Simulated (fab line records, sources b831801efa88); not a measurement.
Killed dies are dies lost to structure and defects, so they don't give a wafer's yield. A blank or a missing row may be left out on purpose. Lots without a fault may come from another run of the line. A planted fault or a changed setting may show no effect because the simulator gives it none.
One fault seen from 2 desks | flow sky130 | each desk has only its own numbers; what lay behind them comes last

THE TOOL OWNER'S DESK: implanter-02
The tool's own readings at SKY_RES_XHIGH_IMPLANT_07: means of the sampled wafers that have a number, for each lot that ran on this tool. A lot is out of limits, marked OUT, if its mean lies more than 4 standard deviations from the usual mean; the brackets give that distance.
Columns: A = end_station_pressure_torr at SKY_RES_XHIGH_IMPLANT_07, usual 5.18e-06 Torr
lot  | first seen here | A
L477 | day 26 19:41    | 4.83e-06
L479 | day 27 21:55    | 5.36e-06
L484 | day 29 13:16    | 5.17e-06
L485 | day 29 20:25    | 5.20e-06
L495 | day 33 00:27    | 5.22e-06
L496 | day 33 05:41    | 5.28e-06
L499 | day 34 00:13    | 5.36e-06
This desk's finding: nothing out of limits on any of the 7 lots.

THE METROLOGY DESK
What the gauges read, lot by lot, whatever tool the lot ran on: means of the sampled wafers that have a number. A lot is out of limits, marked OUT, if its mean lies more than 4 standard deviations from the usual mean; the brackets give that distance.
Columns: A = cd_nm at SKY_POLY_CUT_CD_MEAS_08, usual 270.3 nm; B = RES_XHIGH_TW at SKY_RES_XHIGH_TW_MEAS_09, usual 1636; C = SD_N_RS at SKY_SD_N_RS_MEAS_16, usual 68.55 ohm/sq; D = RES_XHIGH_RS at SKY_SD_N_RS_MEAS_18, usual 333.3 ohm/sq
lot  | first seen here | A     | B               | C     | D
L477 | day 24 08:32    | 272.8 | 1627            | 68.55 | 333.9
L479 | day 25 10:49    | 270.2 | 1631            | 68.57 | 331.4
L481 | day 27 00:10    | 271.8 | 1652            | 68.78 | 333.1
L484 | day 27 05:04    | 268.1 | 1573 (-5.2) OUT | 68.46 | 375.2 (+38) OUT
L485 | day 27 11:32    | 271.6 | 1561 (-6.3) OUT | 68.50 | 373.8 (+37) OUT
L493 | day 30 03:26    | 270.7 | 1640            | 68.53 | 332.1
L495 | day 30 17:52    | 273.9 | 1636            | 68.45 | 332.9
L496 | day 30 23:02    | 268.0 | 1640            | 68.40 | 332.8
L497 | day 31 03:19    | 270.0 | 1641            | 68.48 | 334.5
L498 | day 31 11:11    | 269.5 | 1610            | 68.40 | 333.0
L499 | day 31 18:08    | 269.3 | 1638            | 68.63 | 334.3
This desk's finding: out of limits on L484, L485; first on L484, day 29 13:31 (RES_XHIGH_TW at SKY_RES_XHIGH_TW_MEAS_09). In limits: L477, L479, L481, L493, L495, L496, L497, L498, L499.

PUT TOGETHER
The metrology desk could have raised an alarm at day 29 13:31, on L484, L485.
The tool owner's desk saw nothing out of limits.
The tool owner's desk has L484, L485 on record, within its limits.
Of the lots named, all ran SKY_RES_XHIGH_IMPLANT_07 on implanter-02.

WHAT THE SIMULATOR HAD PUT IN
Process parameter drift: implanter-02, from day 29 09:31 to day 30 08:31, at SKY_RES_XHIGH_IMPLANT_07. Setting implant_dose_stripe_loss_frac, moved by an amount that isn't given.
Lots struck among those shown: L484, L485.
Hours from the fault's start to each desk's first reading out of limits: the metrology desk, 4.
